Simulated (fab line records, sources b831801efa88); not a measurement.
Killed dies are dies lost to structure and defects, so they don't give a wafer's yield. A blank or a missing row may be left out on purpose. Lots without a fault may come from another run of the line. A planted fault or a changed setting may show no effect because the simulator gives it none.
Which tool did it? | flow sky130 | 7 lots, 21 wafers sampled, at 1 step of a route of 708

WHAT THE GAUGES READ, wafer by wafer
SKY_NWELL_RS_MEAS_31: measures by four-point-probe.
lot  | measured     | on            | PWDE_RS (ohm/sq)
L265 | day 5 17:29  | film_metro-01 | 5277 5259 5274
L267 | day 6 05:10  | film_metro-01 | 5259 5287 5273
L270 | day 6 23:37  | film_metro-01 | 5287 5294 5278
L272 | day 7 08:04  | film_metro-03 | 5290 5287 5300
L280 | day 9 14:31  | film_metro-03 | 5257 5272 5268
L285 | day 10 13:53 | film_metro-01 | 5275 5261 5268
L287 | day 11 02:58 | film_metro-01 | 5283 5286 5290

WHICH TOOL RAN EACH LOT (tool, then ch and the chambers of the sampled wafers, then the start)
The record holds no process step before these readings.

THE ANSWER, worked out from the rows above alone
Rule: what is usual is taken from the lots themselves. Put in order of their means at a reading, lots are off if they are a third of the lots or fewer, leave a main group of 4 or more, and stand apart from it by a gap of 3 or more times the standard deviation of the main group's means; of several such gaps the widest counts. A main group whose means are all the same, to the digits that the tables above print for the reading, isn't used. A lot without any number at a reading at which 4 lots or more have one is off too. The other lots that the step has rows for count as sound.
No lot is off at any reading shown: from this, nothing can be told.

WHAT THE SIMULATOR HAD PUT IN
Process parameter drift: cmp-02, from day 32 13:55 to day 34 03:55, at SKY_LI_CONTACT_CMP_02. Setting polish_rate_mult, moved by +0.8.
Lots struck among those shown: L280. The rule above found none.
